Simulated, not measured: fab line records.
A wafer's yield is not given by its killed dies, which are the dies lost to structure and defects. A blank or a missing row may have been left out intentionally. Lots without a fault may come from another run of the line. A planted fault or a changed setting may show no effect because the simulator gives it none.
Which tool was responsible? ; flow sky130 ; 24 lots with 72 wafers sampled at 4 steps, on a route of 708 steps

== WHAT THE GAUGES SHOWED, per wafer ==
SKY_VIA1_THK_MEAS_23: measures by xrf.
lot;measured;on;VIA1_W_THK (nm)
L074;day 33 23:32;film-metro-03;265 260 266
L075;day 34 14:44;film-metro-01;269 268 266
L076;day 34 17:34;film-metro-02;266 266 261
L077;day 35 01:45;film-metro-02;265 265 259
L078;day 35 04:17;film-metro-02;260 262 268
L079;day 36 01:16;film-metro-03;266 263 264
L080;day 36 04:37;film-metro-02;258 265 260
L081;day 36 05:59;film-metro-03;265 267 265
L082;day 36 22:52;film-metro-02;263 264 263
L083;day 37 02:47;film-metro-01;271 268 272
L084;day 37 07:29;film-metro-02;265 261 267
L085;day 37 11:58;film-metro-01;263 266 262
L086;day 37 22:01;film-metro-02;257 260 259
L087;day 38 10:35;film-metro-01;264 267 264
L090;day 39 07:51;film-metro-01;260 261 260
L088;day 39 11:15;film-metro-03;266 269 266
L089;day 39 11:30;film-metro-01;266 265 265
L091;day 40 15:10;film-metro-01;268 263 271
L092;day 40 15:25;film-metro-03;268 268 267
L093;day 40 16:18;film-metro-02;265 260 268
L095;day 40 16:49;film-metro-02;262 258 260
L094;day 40 19:07;film-metro-03;269 264 263
L096;day 41 13:44;film-metro-03;260 259 263
L097;day 41 18:02;film-metro-02;261 261 266

SKY_CAPM_RS_MEAS_03: a four-point-probe measurement.
lot;measured;on;CAPM_TIN_RS (ohm/sq)
L074;day 36 08:47;film-metro-01;6.89 6.85 6.84
L075;day 36 22:59;film-metro-03;6.87 6.81 6.86
L076;day 37 01:25;film-metro-01;6.88 6.89 6.90
L077;day 37 09:58;film-metro-04;6.93 6.97 6.91
L078;day 37 12:34;film-metro-01;6.90 6.94 6.88
L079;day 38 08:04;film-metro-01;7.00 7.03 6.99
L080;day 38 12:25;film-metro-04;6.99 6.95 7.01
L081;day 38 14:14;film-metro-03;6.73 6.66 6.71
L082;day 39 04:59;film-metro-01;6.94 6.94 6.87
L083;day 39 10:02;film-metro-03;6.77 6.84 6.84
L084;day 39 14:00;film-metro-03;6.95 6.89 6.81
L085;day 39 19:26;film-metro-01;6.91 6.87 6.95
L086;day 40 06:40;film-metro-03;6.87 6.80 6.86
L087;day 40 16:17;film-metro-04;6.92 6.94 6.96
L090;day 41 13:02;film-metro-03;6.89 6.91 6.94
L088;day 41 15:56;film-metro-04;6.94 6.97 6.98
L089;day 41 16:10;film-metro-01;6.85 6.88 6.85
L091;day 42 19:24;film-metro-04;6.98 7.00 6.97
L092;day 42 19:59;film-metro-04;6.85 6.89 6.91
L093;day 42 20:20;film-metro-03;6.82 6.81 6.79
L095;day 42 21:17;film-metro-04;6.89 6.92 6.97
L094;day 42 23:55;film-metro-04;6.84 6.91 6.88
L096;day 43 16:07;film-metro-01;6.81 6.85 6.88
L097;day 43 20:34;film-metro-01;6.89 6.93 6.93

== WHAT TOOL EACH LOT RAN ON (gives the tool, then ch and the chambers of the sampled wafers, and finally the start) ==
lot;SKY_METAL2_DESCUM_17;SKY_METAL2_ETCH_18
L074;rie-metal-01 ch 0, day 35 03:11;rie-metal-01 ch 0, day 35 03:13
L075;rie-metal-04 ch 0,1, day 35 17:41;rie-metal-04 ch 0,1, day 35 17:44
L076;rie-metal-04 ch 0,1, day 35 20:10;rie-metal-04 ch 0,1, day 35 20:13
L077;rie-metal-03 ch 0,1, day 36 04:47;rie-metal-03 ch 0,1, day 36 04:50
L078;rie-metal-03 ch 0,1, day 36 07:29;rie-metal-03 ch 0,1, day 36 07:31
L079;rie-metal-04 ch 0,1, day 37 03:23;rie-metal-04 ch 0,1, day 37 03:26
L080;rie-metal-01 ch 0,1, day 37 07:31;rie-metal-01 ch 0,1, day 37 07:33
L081;rie-metal-03 ch 0,1, day 37 08:41;rie-metal-03 ch 0,1, day 37 08:44
L082;rie-metal-03 ch 0,1, day 38 00:13;rie-metal-03 ch 0,1, day 38 00:15
L083;rie-metal-04 ch 0,1, day 38 05:29;rie-metal-04 ch 0,1, day 38 05:31
L084;rie-metal-04 ch 0,1, day 38 09:38;rie-metal-04 ch 0,1, day 38 09:41
L085;rie-metal-03 ch 0,1, day 38 14:44;rie-metal-03 ch 0,1, day 38 14:46
L086;rie-metal-01 ch 0,1, day 38 23:52;rie-metal-01 ch 0,1, day 38 23:55
L087;rie-metal-03 ch 0,1, day 39 12:34;rie-metal-03 ch 0,1, day 39 12:37
L090;rie-metal-01 ch 0,1, day 40 09:17;rie-metal-01 ch 0,1, day 40 09:20
L088;rie-metal-03 ch 0,1, day 40 12:44;rie-metal-03 ch 0,1, day 40 12:47
L089;rie-metal-04 ch 0,1, day 40 13:10;rie-metal-04 ch 0,1, day 40 13:11
L091;rie-metal-03 ch 0,1, day 41 16:04;rie-metal-03 ch 0,1, day 41 16:07
L092;rie-metal-01 ch 0,1, day 41 16:11;rie-metal-01 ch 0,1, day 41 16:14
L093;rie-metal-03 ch 0,1, day 41 17:07;rie-metal-03 ch 0,1, day 41 17:10
L095;rie-metal-01 ch 0,1, day 41 17:36;rie-metal-01 ch 0,1, day 41 17:38
L094;rie-metal-04 ch 0,1, day 41 20:40;rie-metal-04 ch 0,1, day 41 20:43
L096;rie-metal-04 ch 0,1, day 42 14:05;rie-metal-04 ch 0,1, day 42 14:07
L097;rie-metal-04 ch 0,1, day 42 17:41;rie-metal-04 ch 0,1, day 42 17:44
- SKY_METAL2_DESCUM_17: chemistry O2, time 8 s.
- SKY_METAL2_ETCH_18: etches BARC in N2/H2, stops on SiO2, time 45.9 s, target depth 60 nm.

== WHAT THE TOOLS THEMSELVES READ (means of the sampled wafers that have a number; where no wafer has one, the mark that the record gives instead) ==
SKY_METAL2_DESCUM_17.
lot;tool;drypump-motor-current-A (A);oes-product-au (a.u.)
L074;rie-metal-01;5.3;1.000
L075;rie-metal-04;5.4;1.002
L076;rie-metal-04;5.7;1.001
L077;rie-metal-03;5.8;0.995
L078;rie-metal-03;5.8;0.993
L079;rie-metal-04;5.4;0.994
L080;rie-metal-01;6.3;0.998
L081;rie-metal-03;5.8;0.992
L082;rie-metal-03;5.8;0.987
L083;rie-metal-04;5.4;0.999
L084;rie-metal-04;5.5;0.993
L085;rie-metal-03;5.9;1.002
L086;rie-metal-01;5.8;1.010
L087;rie-metal-03;5.9;1.009
L090;rie-metal-01;5.8;1.006
L088;rie-metal-03;5.9;1.004
L089;rie-metal-04;5.4;0.990
L091;rie-metal-03;5.8;1.006
L092;rie-metal-01;6.3;0.997
L093;rie-metal-03;5.8;1.001
L095;rie-metal-01;6.3;1.006
L094;rie-metal-04;5.7;1.006
L096;rie-metal-04;5.4;1.000
L097;rie-metal-04;5.5;1.002

SKY_METAL2_ETCH_18.
lot;tool;drypump-motor-current-A (A);oes-product-au (a.u.);throttle-valve-pct (%)
L074;rie-metal-01;5.4;0.858;13.221
L075;rie-metal-04;5.5;0.853;13.228
L076;rie-metal-04;5.7;0.856;13.216
L077;rie-metal-03;5.8;0.861;13.228
L078;rie-metal-03;5.8;0.849;13.230
L079;rie-metal-04;5.4;0.852;13.221
L080;rie-metal-01;6.3;0.853;13.226
L081;rie-metal-03;5.8;0.854;13.228
L082;rie-metal-03;5.8;0.861;13.236
L083;rie-metal-04;5.4;0.855;13.226
L084;rie-metal-04;5.4;0.853;13.218
L085;rie-metal-03;5.9;0.852;13.226
L086;rie-metal-01;5.8;0.856;13.226
L087;rie-metal-03;5.9;0.850;13.216
L090;rie-metal-01;5.9;0.852;13.227
L088;rie-metal-03;5.9;0.855;13.219
L089;rie-metal-04;5.5;0.851;13.216
L091;rie-metal-03;5.8;0.851;13.226
L092;rie-metal-01;6.3;0.858;13.215
L093;rie-metal-03;5.8;0.851;13.230
L095;rie-metal-01;6.3;0.856;13.229
L094;rie-metal-04;5.7;0.856;13.219
L096;rie-metal-04;5.5;0.857;13.228
L097;rie-metal-04;5.5;0.854;13.217

== THE ANSWER, worked out from the rows above alone ==
Rule: the usual values come from the lots themselves. The widest of any qualifying gaps counts: lots, ordered by their means at a reading, are off when they make up no more than a third of the lots, leave a main group of 4 or more, and stand apart from it by 3 or more times the standard deviation of that group's means. A main group is skipped when, at the precision printed for the reading in the tables above, its means are all equal. A lot without any number at a reading at which 4 lots or more have one is off too. Where the step has rows for the other lots, those lots are counted as sound. The gauges are gone through in route order, then the tools' own readings, and for those a lot's mean is taken as printed above. The first step at which some lot is off is used, and at that step the reading that is off furthest; a lot without a number counts as furthest.
No lot is off at any reading shown: from this, nothing can be told.

== WHAT THE SIMULATOR HAD PUT IN ==
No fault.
